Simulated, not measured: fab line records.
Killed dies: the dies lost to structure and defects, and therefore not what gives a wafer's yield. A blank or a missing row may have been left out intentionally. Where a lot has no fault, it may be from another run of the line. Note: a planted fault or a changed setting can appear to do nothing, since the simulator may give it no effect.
The tool behind it: which one?    flow gf180mcu    18 wafers from 6 lots sampled at 3 of the route's 602 steps

## WHAT THE GAUGES READ, wafer by wafer
GF_VT_IMPLANT_TW_MEAS_21.
lot   measured      on            VT_IMPLANT_2_TW
L873  day 6 12:44   filmMetro-01  1225 1217 1220
L875  day 6 22:56   filmMetro-02  1213 1217 1213
L878  day 7 17:19   filmMetro-02  1221 1218 1213
L880  day 8 09:15   filmMetro-02  1209 1210 1220
L885  day 9 18:32   filmMetro-01  1220 1223 1222
L891  day 11 05:47  filmMetro-01  1275 1277 1277

## WHICH TOOL RAN EACH LOT (tool, then ch and the chambers of the sampled wafers, then the start)
lot   GF_NWELL_STRIP_10                   GF_VT_IMPLANT_IMPLANT_19
L873  plasmaAsher-04 ch 0,1, day 3 13:26  implanter-02 ch 0, day 6 12:29
L875  plasmaAsher-04 ch 0,1, day 3 22:50  implanter-02 ch 0, day 6 22:41
L878  plasmaAsher-02 ch 0,1, day 4 15:38  implanter-02 ch 0, day 7 17:06
L880  plasmaAsher-01 ch 0,1, day 5 04:11  implanter-03 ch 0, day 8 09:00
L885  plasmaAsher-04 ch 0,1, day 6 07:49  implanter-02 ch 0, day 9 18:19
L891  plasmaAsher-01 ch 0,1, day 7 14:41  implanter-02 ch 0, day 11 05:32
- GF_NWELL_STRIP_10: strips in O2/N2.
- GF_VT_IMPLANT_IMPLANT_19

## THE ANSWER, worked out from the rows above alone
Rule: the usual values come from the lots themselves. Put in order of their means at a reading, lots are off if they are a third of the lots or fewer, leave a main group of 4 or more, and stand apart from it by a gap of 3 or more times the standard deviation of the main group's means; of several such gaps the widest counts. If all means in a main group match to the digits the tables above print for the reading, that group is not used. Also off: a lot with no number at a reading for which 4 or more lots have one. Any other lot the step has rows for is counted as sound.
Off: L891, at GF_VT_IMPLANT_TW_MEAS_21 (VT_IMPLANT_2_TW). Mean 1217 and standard deviation 3.4 in the main group.
A tool fits if, at a process step before that reading, it ran every lot that is off, and no sound lot after the first of them. The gauges at GF_VT_IMPLANT_TW_MEAS_21 are tried like those tools. Can't be told from this: 3 tools fit, plasmaAsher-01 at GF_NWELL_STRIP_10, implanter-02 at GF_VT_IMPLANT_IMPLANT_19, filmMetro-01 at GF_VT_IMPLANT_TW_MEAS_21.

## WHAT THE SIMULATOR PUT IN
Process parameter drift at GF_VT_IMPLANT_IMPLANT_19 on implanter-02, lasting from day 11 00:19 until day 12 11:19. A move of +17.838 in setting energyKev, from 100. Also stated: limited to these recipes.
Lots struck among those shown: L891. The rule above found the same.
